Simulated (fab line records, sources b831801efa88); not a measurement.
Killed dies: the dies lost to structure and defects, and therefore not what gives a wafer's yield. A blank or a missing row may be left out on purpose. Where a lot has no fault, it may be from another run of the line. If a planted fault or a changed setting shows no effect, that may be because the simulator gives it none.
Chamber matching || flow sky130 || SKY_CONTACT_CMP_04 on cmp-01 has 4 sister chambers
The step polishes SiO2. 4 wafers are shown with their chamber, then 7 later ones without.

== WAFERS, EACH WITH ITS CHAMBER ==
{"wafer": "L905.1", "chamber": 0, "motor current A (A)": 12.1}
{"wafer": "L905.4", "chamber": 3, "motor current A (A)": 14.6}
{"wafer": "L912.2", "chamber": 1, "motor current A (A)": 10.5}
{"wafer": "L912.3", "chamber": 2, "motor current A (A)": 12.2}

== WAFERS MISSING THEIR CHAMBER ==
{"wafer": "L912.4", "motor current A (A)": 13.6}
{"wafer": "L914.4", "motor current A (A)": 10.0}
{"wafer": "L914.5", "motor current A (A)": 12.5}
{"wafer": "L914.6", "motor current A (A)": 15.0}
{"wafer": "L915.1", "motor current A (A)": 10.2}
{"wafer": "L915.5", "motor current A (A)": 12.3}
{"wafer": "L915.6", "motor current A (A)": 9.8}

== CHAMBER TAKEN BY EACH ==
{"wafer": "L912.4", "from the rows above": "can't be placed: 3 or 2 or 0", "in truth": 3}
{"wafer": "L914.4", "from the rows above": 1, "in truth": 1}
{"wafer": "L914.5", "from the rows above": "can't be placed: 2 or 0", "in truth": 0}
{"wafer": "L914.6", "from the rows above": 3, "in truth": 3}
{"wafer": "L915.1", "from the rows above": 1, "in truth": 1}
{"wafer": "L915.5", "from the rows above": "can't be placed: 2 or 0", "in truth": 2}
{"wafer": "L915.6", "from the rows above": 1, "in truth": 1}
Correct placement for 4 of the 7. Cannot be placed on the basis of these rows: 3; the candidates contain the true chamber in 3. Wrongly placed: 0.
How it was worked out, from the rows above alone: a wafer's distance from a chamber is the root of the sum, over the readings, of the square of ((its reading less the chamber's mean) divided by the reading's scatter). If the next closest chamber is less than 2 further off than the closest, the wafer can't be placed; otherwise it belongs to the closest. Each chamber's mean is taken over the wafers shown for it. The scatter: root of mean squared gap, hidden wafer to nearest shown wafer, with one shown wafer a chamber.
